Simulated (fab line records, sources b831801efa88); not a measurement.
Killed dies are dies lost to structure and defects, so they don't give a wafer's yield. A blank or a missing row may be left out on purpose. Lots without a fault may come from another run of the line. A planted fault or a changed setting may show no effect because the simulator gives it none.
Problem report in the 8D (eight disciplines) form, filled by code | flow sky130 | the parts of the form that need people (team, actions taken, sign-off) are left out

1. THE PROBLEM
killed_at_contacts at SKY_PAD_OPEN_PROBE_99 reads a mean of 62 on 6 wafers of 2 lots; wafers without a fault read 24 with a standard deviation of 4.9. That is +7.9 standard deviations from the usual mean.
First seen on wafer L714.2, day 48 02:01, on prober-01. The record holds 6 wafers of 2 lots with a number at this step. Rule for "out", or "out of limits": more than 4 standard deviations from the usual mean. The other wafers with a number count as sound.

2. WHAT IT IS AND WHAT IT IS NOT
question                    | is                     | is not
which readings at this step | killed_at_contacts     | killed_at_M0_to_M3, killed_at_M4_up, killed_at_front_end, killed_at_other, killed_open, killed_short
which lots                  | L714, L715             | -
which wafers of those lots  | all that have a number | -
read on which tools         | prober-01, prober-02   | -
when                        | from day 48 02:01      | up to then (0 sound wafers)

3. SUSPECTS, AND WHAT RULES EACH OUT
Counting: a tool at a process step up to the reading stays a suspect if it ran every lot that is out and no sound lot after the first of them.
- pvd_sputter-01 at SKY_LOCAL_INTERCONNECT_SPUTTER_00 (material TiN, target thk 100 nm, time 83.3 s): kept. It ran every lot that is out, first L714 (day 32 03:26), and no sound lot after that.
Left after counting: pvd_sputter-01 at SKY_LOCAL_INTERCONNECT_SPUTTER_00.

4. THE CAUSE (what the simulator had put in)
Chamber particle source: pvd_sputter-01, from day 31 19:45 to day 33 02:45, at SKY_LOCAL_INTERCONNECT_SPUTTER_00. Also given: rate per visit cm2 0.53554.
Counting left only this tool.

5. THE CHAIN OF EFFECTS, in route order
Each row: a reading whose mean over the struck wafers that have a number lies more than 3 standard deviations from the usual. Only readings for which the record gives a usual standard deviation are gone through. hours: the time from each lot's start at the first step in this table that gives one to its start at this step, as a median over the lots. sigmas: the change in usual standard deviations.
hours | step                  | reading            | usual | on struck wafers | change | sigmas
0     | SKY_PAD_OPEN_PROBE_99 | killed_at_contacts | 24    | 62               | +38    | +7.9
0     | SKY_PAD_OPEN_PROBE_99 | killed_dies        | 88    | 122              | +34    | +3.8
The process steps in it:
- SKY_PAD_OPEN_PROBE_99

6. WHAT WOULD HAVE CAUGHT IT SOONER
In this record the first reading out of limits was taken at day 48 02:01, 390 hours after the fault began at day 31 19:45.
Of the tool readings at SKY_LOCAL_INTERCONNECT_SPUTTER_00 for which the record gives a usual standard deviation, none was out on any struck wafer, so an alarm limit of 4 standard deviations on them would not have fired.
All the lots that are out (2) had begun SKY_LOCAL_INTERCONNECT_SPUTTER_00 on pvd_sputter-01 by day 48 02:01. A hold on the tool at that time would have spared none of them.
